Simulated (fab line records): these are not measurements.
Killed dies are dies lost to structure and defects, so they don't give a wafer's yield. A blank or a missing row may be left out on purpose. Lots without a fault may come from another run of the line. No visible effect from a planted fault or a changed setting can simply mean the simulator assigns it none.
Chamber matching	flow gf180mcu	GF_STI_CMP_25 on cmp-02 has 4 sister chambers
The step polishes, stops on Si3N4, t overpolish 33 s, target thk 524.6 nm. 4 wafers are shown with their chamber, then 8 later ones without.

== WAFERS, EACH WITH ITS CHAMBER ==
wafer	chamber	motor_current_A (A)
L292.5	2	12.0
L297.5	0	12.8
L297.6	3	10.7
L298.1	1	10.9

== WAFERS WITHOUT THEIR CHAMBER ==
wafer	motor_current_A (A)
L298.4	12.1
L298.6	12.0
L299.2	12.1
L299.4	10.6
L299.5	11.9
L300.3	13.7
L300.4	10.3
L300.5	12.5

== WHICH CHAMBER EACH WENT THROUGH ==
wafer	from the rows above	in truth
L298.4	can't be placed: 2 or 0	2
L298.6	2	2
L299.2	can't be placed: 2 or 0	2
L299.4	can't be placed: 3 or 1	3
L299.5	2	2
L300.3	0	0
L300.4	can't be placed: 3 or 1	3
L300.5	can't be placed: 0 or 2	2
3 of 8 placed correctly. Unplaceable from these rows: 5, with the true chamber sitting among the candidates in 5. Number placed wrongly: 0.
How it was worked out, from the rows above alone: a wafer's distance from a chamber is the root of the sum, over the readings, of the square of ((its reading less the chamber's mean) divided by the reading's scatter). If the next closest chamber is less than 2 further off than the closest, the wafer can't be placed; otherwise it belongs to the closest. Each chamber's mean is taken over the wafers shown for it. The scatter: with one shown wafer a chamber, the root of the mean of the squares of how far each hidden wafer lies from its nearest shown one.
